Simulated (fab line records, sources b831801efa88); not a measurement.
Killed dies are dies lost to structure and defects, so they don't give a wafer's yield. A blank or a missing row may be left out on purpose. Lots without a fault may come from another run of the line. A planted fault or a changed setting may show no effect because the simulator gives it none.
A struck lot beside a sound one | flow sky130 | 16 steps out of a route of 708
Sound: wafers L256.1, L256.3, L256.6. Struck: wafer L260.4. (L260.3, L260.5 of the same lot were not struck and are left out.) The cause comes at the end.
At each step with rows: each side's tool, then ch and its chambers, then its first start. Under that, the readings that differ: sound wafers | struck wafers | difference of the means | sigmas: that difference in standard deviations of wafers without a fault.
alike: readings whose means differ by less than 2 such deviations, and words and numbers that are the same on both sides. not compared: withheld readings, readings that some wafer has no value for, bounds like >300 that may hide the same value, and numbers for which the record gives no deviation and whose values overlap.
The two part at a step that has a row with sigmas, a row that says differs or no value, or rows on one side only. Numbers that don't overlap but have no deviation are shown without sigmas and don't part them. A reading that every wafer of one side lacks parts them only if that side has two wafers or more.

SKY_METAL5_SPUTTER_03: material Ti, target thk 5 nm, time 3.3 s.
  sound on pvd_sputter-01, day 43 06:47; struck on pvd_sputter-03, day 44 03:52
  alike: throttle_valve_pct
SKY_METAL5_SPUTTER_04: material TiN, target thk 70 nm, time 58.3 s.
  sound on pvd_sputter-01, day 43 06:48; struck on pvd_sputter-03, day 44 03:53
  alike: throttle_valve_pct
SKY_METAL5_RS_MEAS_05: measures by four-point-probe.
  sound on film_metro-01, day 43 06:51; struck on film_metro-03, day 44 03:58
  alike: METAL5_ALCU_RS
SKY_METAL5_THK_MEAS_06: measures by xrf.
  sound on film_metro-01, day 43 06:58; struck on film_metro-03, day 44 04:04
  alike: METAL5_ALCU_THK
then, 7 steps without rows for these wafers: SKY_METAL5_DEHYDRATE_07 (time 60 s); SKY_METAL5_HMDS_08 (prime time 60 s); SKY_METAL5_COAT_09 (resist thk 1800 nm); SKY_METAL5_SOFTBAKE_10 (time 60 s); SKY_METAL5_EXPOSE_11 (exposes mask MM5, target cd 1600 nm); SKY_METAL5_PEB_12; SKY_METAL5_DEVELOP_13 (develop time 60 s).
SKY_METAL5_DESCUM_14: chemistry O2, time 11 s.
  sound on rie_metal-01 ch 0,1, day 44 05:47; struck on rie_metal-01 ch 0, day 45 02:07
  alike: drypump_motor_current_A, oes_product_au
  not compared: rf_hours_counter_h
SKY_METAL5_METAL_ETCH_15: etches the open film in Cl2/BCl3, stops on SiO2, target depth 1260 nm, time 252 s.
  sound on rie_metal-01 ch 0,1, day 44 05:49; struck on rie_metal-01 ch 0, day 45 02:13
  reading                                     | sound             | struck  | difference | sigmas
  oes_product_au (a.u.)                       | 0.896 0.875 0.898 | 0.812   | -0.078     | -14
  over_etch_frac                              | 0.2 0.2 0.2       | 0.41365 | +0.21365   |
  model.NOVOLAK_of_METAL5_COAT_09.thk_nm (nm) | 1051 1030 1050    | 915.6   | -128.1     |
  model.SiO2_of_VIA4_HDPCVD_00.thk_nm (nm)    | 550.6 548.8 547.8 | 543.1   | -6.0       |
  alike: bcl3_flow_sccm, drypump_motor_current_A, throttle_valve_pct
  not compared: rf_hours_counter_h
SKY_METAL5_STRIP_16: strips in O2/N2.
  sound on plasma_asher-02 ch 0,1, day 44 06:03; struck on plasma_asher-04 ch 0, day 45 02:24
  reading                      | sound             | struck | difference | sigmas
  strip_time_to_endpoint_s (s) | 13.24 13.01 13.22 | 11.75  | -1.41      | -8
  alike: drypump_motor_current_A, oes_product_au
  not compared: rf_hours_counter_h
then, 1 step without rows for these wafers: SKY_METAL5_STRIP_17 (strips in post etch residue remover, time 1200 s).
SKY_PAD_OPEN_PROBE_99:
  the record has rows for the struck wafers here (prober-01, day 47 00:41) and none for the sound ones

WHERE THEY PART
First at SKY_METAL5_METAL_ETCH_15; last, within this record, at SKY_PAD_OPEN_PROBE_99.

WHY: what the simulator had put in
Process parameter drift: rie_metal-01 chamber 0, from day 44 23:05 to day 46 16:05, at SKY_METAL5_METAL_ETCH_15. Setting over_etch_frac, moved by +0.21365, from 0.2. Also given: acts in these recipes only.
